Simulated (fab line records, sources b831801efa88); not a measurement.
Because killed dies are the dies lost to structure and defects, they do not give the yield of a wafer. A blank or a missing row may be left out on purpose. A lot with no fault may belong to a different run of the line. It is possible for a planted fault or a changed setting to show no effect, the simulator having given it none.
A lot that was struck, set against a sound lot ; flow sky130 ; 14 out of 708 route steps
Sound: wafers L188.1, L188.2, L188.5. The struck wafers were L198.3, L198.6. The cause comes at the end.
For every step that has rows: the tool of each side, followed by ch and its chambers, followed by its first start. Under that, the readings that differ: sound wafers ; struck wafers ; difference of the means ; sigmas: that difference in standard deviations of wafers without a fault.
alike: same words and numbers on both sides, and readings whose means sit less than 2 such deviations apart. not compared: any withheld reading, any reading some wafer has no value for, any bound like >300 that may hide the same value, and any number with overlapping values for which the record gives no deviation.
The two part at a step that has a row with sigmas, a row that says differs or no value, or rows on one side only. Numbers that don't overlap but have no deviation are shown without sigmas and don't part them. A reading missing from all wafers of one side parts the sides only when that side holds two or more wafers.

first, 7 steps without rows for these wafers: SKY_METAL2_HMDS_08 (prime time 60 s); SKY_METAL2_COAT_09 (resist thk 60 nm); SKY_METAL2_COAT_10 (resist thk 450 nm); SKY_METAL2_SOFTBAKE_11 (time 90 s); SKY_METAL2_EXPOSE_12 (exposes mask MM2, target cd 140 nm); SKY_METAL2_PEB_13; SKY_METAL2_DEVELOP_14 (develop time 60 s).
SKY_METAL2_CD_MEAS_15: the cd target is 140 nm.
  struck on cd sem-02, day 42 06:29; sound on cd sem-02, day 39 11:23
  alike: cd nm
SKY_METAL2_OVL_MEAS_16:
  struck on overlay-01, day 42 06:35; sound on overlay-02, day 39 11:31
  alike: METAL2_OVL
SKY_METAL2_DESCUM_17: chemistry O2, time 8 s.
  sound on rie metal-01 ch 0,1, day 39 11:33; struck on rie metal-04 ch 0, day 42 06:37
reading;sound;struck;difference;sigmas
drypump motor current A (A);6.23 6.36 6.44;5.70 5.71;-0.64;-2
  alike: oes product au
  not compared: rf hours counter h
SKY_METAL2_ETCH_18: etches BARC in N2/H2, stops on SiO2, time 45.9 s, target depth 60 nm.
  sound on rie metal-01 ch 0,1, day 39 11:35; struck on rie metal-04 ch 0, day 42 06:40
reading;sound;struck;difference;sigmas
drypump motor current A (A);6.21 6.42 6.43;5.71 5.70;-0.65;-2
  alike: oes product au, throttle valve pct
  not compared: rf hours counter h
SKY_METAL2_METAL_ETCH_19: etches the open film in Cl2/BCl3, stops on SiO2, target depth 360 nm, time 78 s.
  sound on rie metal-01 ch 0,1, day 39 11:39; struck on rie metal-04 ch 0, day 42 06:44
reading;sound;struck;difference;sigmas
drypump motor current A (A);6.22 6.42 6.44;5.71 5.71;-0.65;-2
  alike: oes product au, throttle valve pct
  not compared: rf hours counter h
SKY_METAL2_STRIP_20: strips in O2/N2.
  sound on plasma asher-01 ch 0,1, day 39 11:44; struck on plasma asher-03 ch 0, day 42 06:50
reading;sound;struck;difference;sigmas
overash fraction;0.5 0.5 0.5;0.3 0.3;-0.2;
  alike: drypump motor current A, oes product au, strip time to endpoint s
  not compared: rf hours counter h
then, 1 step without rows for these wafers: SKY_METAL2_STRIP_21 (strips in post etch residue remover, time 1200 s).

WHERE THEY PART
Last at SKY_METAL2_METAL_ETCH_19 as far as this record goes, first at SKY_METAL2_DESCUM_17. Later steps at which nothing parts them and some readings are alike: SKY_METAL2_STRIP_20.

WHY: the cause the simulator had injected
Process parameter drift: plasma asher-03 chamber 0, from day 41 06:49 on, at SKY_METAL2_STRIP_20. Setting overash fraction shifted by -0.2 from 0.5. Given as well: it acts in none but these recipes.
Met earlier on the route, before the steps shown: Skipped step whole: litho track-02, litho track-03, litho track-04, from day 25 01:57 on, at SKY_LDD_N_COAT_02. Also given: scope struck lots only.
